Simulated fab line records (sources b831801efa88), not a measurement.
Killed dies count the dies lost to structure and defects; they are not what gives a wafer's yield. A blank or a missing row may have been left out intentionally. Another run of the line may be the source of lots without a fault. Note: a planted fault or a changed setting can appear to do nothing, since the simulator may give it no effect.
Which tool did it? / flow gf180mcu / 18 wafers from 6 lots sampled at 3 of the route's 602 steps

WHAT THE GAUGES SHOWED, per wafer
GF_LVPWELL_OVL_MEAS_07.
lot=L120; measured=day 4 05:23; on=overlay-02; LVPWELL_OVL (nm)=0.1 -0.8 -0.4
lot=L122; measured=day 4 13:40; on=overlay-01; LVPWELL_OVL (nm)=-0.3 -0.8 -1.4
lot=L124; measured=day 4 23:07; on=overlay-01; LVPWELL_OVL (nm)=0.4 -1.7 0.0
lot=L138; measured=day 8 16:43; on=overlay-02; LVPWELL_OVL (nm)=-0.9 -2.3 -1.4
lot=L140; measured=day 9 02:01; on=overlay-01; LVPWELL_OVL (nm)=-1.2 -1.3 -2.5
lot=L141; measured=day 9 09:40; on=overlay-01; LVPWELL_OVL (nm)=0.5 0.4 1.4

EACH LOT AND THE TOOL THAT RAN IT (in order: tool; ch and the chambers of the sampled wafers; start)
lot=L120; GF_STI_ETCH_14=rie si-02 ch 0,3, day 2 06:47; GF_LVPWELL_EXPOSE_04=iline stepper-02 ch 0, day 3 22:44
lot=L122; GF_STI_ETCH_14=rie si-01 ch 1,2,3, day 2 16:40; GF_LVPWELL_EXPOSE_04=iline stepper-02 ch 0, day 4 07:15
lot=L124; GF_STI_ETCH_14=rie si-02 ch 1,2,3, day 3 02:56; GF_LVPWELL_EXPOSE_04=iline stepper-02 ch 0, day 4 17:13
lot=L138; GF_STI_ETCH_14=rie si-02 ch 0,1,3, day 6 03:17; GF_LVPWELL_EXPOSE_04=iline stepper-02 ch 0, day 8 08:26
lot=L140; GF_STI_ETCH_14=rie si-01 ch 0,2,3, day 6 16:25; GF_LVPWELL_EXPOSE_04=iline stepper-02 ch 0, day 8 17:11
lot=L141; GF_STI_ETCH_14=rie si-02 ch 0,1, day 7 00:56; GF_LVPWELL_EXPOSE_04=iline stepper-02 ch 0, day 9 01:16
- GF_STI_ETCH_14: etches Si in HBr/Cl2/O2, target depth 360 nm, time 102.9 s.
- GF_LVPWELL_EXPOSE_04: exposes mask LVPWELL, target cd 600 nm.

THE ANSWER, worked out from the rows above alone
Rule: usual is defined by the lots themselves. The widest of any qualifying gaps counts: lots, ordered by their means at a reading, are off when they make up no more than a third of the lots, leave a main group of 4 or more, and stand apart from it by 3 or more times the standard deviation of that group's means. The tables above print the reading to a certain number of digits; a main group whose means all agree to those digits is not used. Also off: a lot with no number at a reading for which 4 or more lots have one. The other lots that the step has rows for count as sound.
None of the lots is off at any reading shown; this tells nothing.

WHAT THE SIMULATOR PUT IN
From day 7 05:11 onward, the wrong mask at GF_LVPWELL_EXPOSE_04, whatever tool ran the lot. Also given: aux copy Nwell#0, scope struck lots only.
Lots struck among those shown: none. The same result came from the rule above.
